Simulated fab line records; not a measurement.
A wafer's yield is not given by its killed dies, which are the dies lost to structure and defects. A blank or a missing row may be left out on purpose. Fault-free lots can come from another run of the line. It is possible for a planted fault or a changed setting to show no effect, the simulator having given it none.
8D (eight disciplines) problem report, filled in by code :: flow gf180mcu :: the parts of the form that need people (team, actions taken, sign-off) are left out

## 1. PROBLEM STATEMENT
Wafers without a fault read 1499.9, standard deviation 0.44; beamEnergyKeV at GF_DNWELL_IMPLANT_07 reads a mean of 1575.7 on 9 wafers belonging to 3 lots. So: +99 or more standard deviations from the usual mean.
First observed at day 6 02:08: wafer L494.1, on implanter-01. The record has a number at this step for 45 wafers belonging to 15 lots. By rule, "out" or "out of limits" means more than 4 standard deviations away from the usual mean. Any other wafer with a number is counted as sound.

## 2. WHAT IT IS, AND WHAT IT ISN'T
question: which readings at this step
is: beamEnergyKeV
is not: -

question: which lots
is: L494, L495, L496
is not: L479, L480, L483, L484, L485, L486, L488, L491, L498, L499, L500, L502

question: which wafers of those lots
is: all that have a number
is not: -

question: read on which tools
is: implanter-01
is not: implanter-03, implanter-04

question: when
is: from day 6 02:08
is not: up to then (24 sound wafers); but 12 sound wafers of L498, L499, L500, L502 came after

## 3. SUSPECTS, AND WHAT RULES EACH OUT
Counting: a tool stays on the suspect list if, at a process step up to the reading, it processed all lots that are out and no sound lot following the first of them.
- implanter-01 at GF_DNWELL_IMPLANT_07: kept. It ran every lot that is out, first L494 (day 6 02:08), and no sound lot after that; its last sound lot up to then is L485 (day 4 03:31). Out on those wafers are its own readings of beamEnergyKeV.
The count leaves implanter-01 at GF_DNWELL_IMPLANT_07.

## 4. THE CAUSE (what the simulator had put in)
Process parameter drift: implanter-01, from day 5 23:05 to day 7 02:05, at GF_DNWELL_IMPLANT_07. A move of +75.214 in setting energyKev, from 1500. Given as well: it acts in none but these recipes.
Counting left only this tool.

## 5. THE EFFECT CHAIN, in route order
Each row: a reading whose mean over the struck wafers that have a number lies more than 3 standard deviations from the usual. Only readings for which the record gives a usual standard deviation are gone through. hours: the time from each lot's start at the first step in this table that gives one to its start at this step, as a median over the lots. sigmas: the change in usual standard deviations.
hours: 0
step: GF_DNWELL_IMPLANT_07
reading: beamEnergyKeV
usual: 1499.9
on struck wafers: 1575.7
change: +75.8
sigmas: +99 or more
Process steps it contains:
- GF_DNWELL_IMPLANT_07
At these later measuring or inspecting steps, every struck wafer for which the step has a row has a number for every such reading, and none has moved that far: GF_M3_OVL_MEAS_15, GF_V3_OVL_MEAS_15.

## 6. HOW IT WOULD HAVE BEEN CAUGHT EARLIER
3 hours passed between the start of the fault at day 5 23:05 and the first reading out of limits in this record, taken at day 6 02:08.
